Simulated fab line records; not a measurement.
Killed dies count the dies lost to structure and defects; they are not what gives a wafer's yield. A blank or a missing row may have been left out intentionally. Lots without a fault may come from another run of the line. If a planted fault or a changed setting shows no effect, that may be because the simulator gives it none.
One fault through the eyes of 2 desks | flow sky130 | every desk sees just its own numbers, and what lay behind them comes last

## AT THE METROLOGY DESK
Lot by lot, what the gauges showed, no matter which tool ran the lot: averages of those sampled wafers that carry a number. Any lot whose mean is over 4 standard deviations away from the usual mean is out of limits and marked OUT; that distance is given in the brackets.
Columns: A = METAL1_OVL at SKY_METAL1_OVL_MEAS_16, usual 1 nm; B = METAL2_ALCU_RS at SKY_METAL2_RS_MEAS_05, usual 0.1271 ohm/sq; C = METAL2_ALCU_THK at SKY_METAL2_THK_MEAS_06, usual 245 nm; D = cd_nm at SKY_METAL2_CD_MEAS_15, usual 139.6 nm
lot  | first seen here | A  | B                | C             | D
L521 | day 32 18:59    | 10 | 0.1263           | 243           | 141.3
L524 | day 33 19:11    | -4 | 0.1272           | 248           | 139.5
L528 | day 35 03:49    | -1 | 0.1258           | 247           | 136.0
L530 | day 35 22:07    | 1  | 0.1259           | 248           | 139.0
L533 | day 38 15:03    | -2 | 0.1738 (+29) OUT | 199 (-13) OUT | 140.2
L535 | day 38 19:29    | 1  | 0.1726 (+28) OUT | 201 (-13) OUT | 139.3
L538 | day 39 02:06    | -7 | 0.1768 (+31) OUT | 193 (-15) OUT | 142.5
L539 | day 39 03:37    | 3  | 0.1263           | 245           | 139.1
L540 | day 39 08:46    | -2 | 0.1269           | 248           | 140.1
This desk's finding: out of limits on L533, L535, L538; first on L533, day 39 19:59 (METAL2_ALCU_RS at SKY_METAL2_RS_MEAS_05). L521, L524, L528, L530, L539, L540 stayed within limits.

## TOOL OWNER'S DESK, pvd_sputter-01
The tool's own readings at SKY_METAL2_SPUTTER_02 (material AlCu, target thk 250 nm, time 13.3 s): means of the sampled wafers that have a number, for each lot that ran on this tool. Any lot whose mean is over 4 standard deviations away from the usual mean is out of limits and marked OUT; that distance is given in the brackets.
Columns: A = throttle_valve_pct at SKY_METAL2_SPUTTER_02, usual 29.4 %
lot  | first seen here | A
L521 | day 34 00:58    | 29.1
L528 | day 36 09:01    | 28.9
L533 | day 39 19:54    | 28.7
L535 | day 40 00:04    | 29.2
L538 | day 40 05:44    | 28.4
Result from this desk: across the 5 lots, nothing is out of limits.

## ALL TOGETHER
Metrology desk: alarm possible at day 39 19:59 on L533, L535, L538.
The desk of the tool owner found nothing out of limits.
On record at the tool owner's desk: L533, L535, L538, within its limits.
SKY_METAL2_SPUTTER_02 was run on pvd_sputter-01 by each of the lots named.

## WHAT THE SIMULATOR HAD INSERTED
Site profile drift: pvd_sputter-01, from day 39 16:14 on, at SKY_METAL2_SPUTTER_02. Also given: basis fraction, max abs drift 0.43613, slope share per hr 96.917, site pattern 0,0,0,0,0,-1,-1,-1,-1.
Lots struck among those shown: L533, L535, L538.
Delay in hours, fault start to first out-of-limits reading, per desk: metrology desk 4.
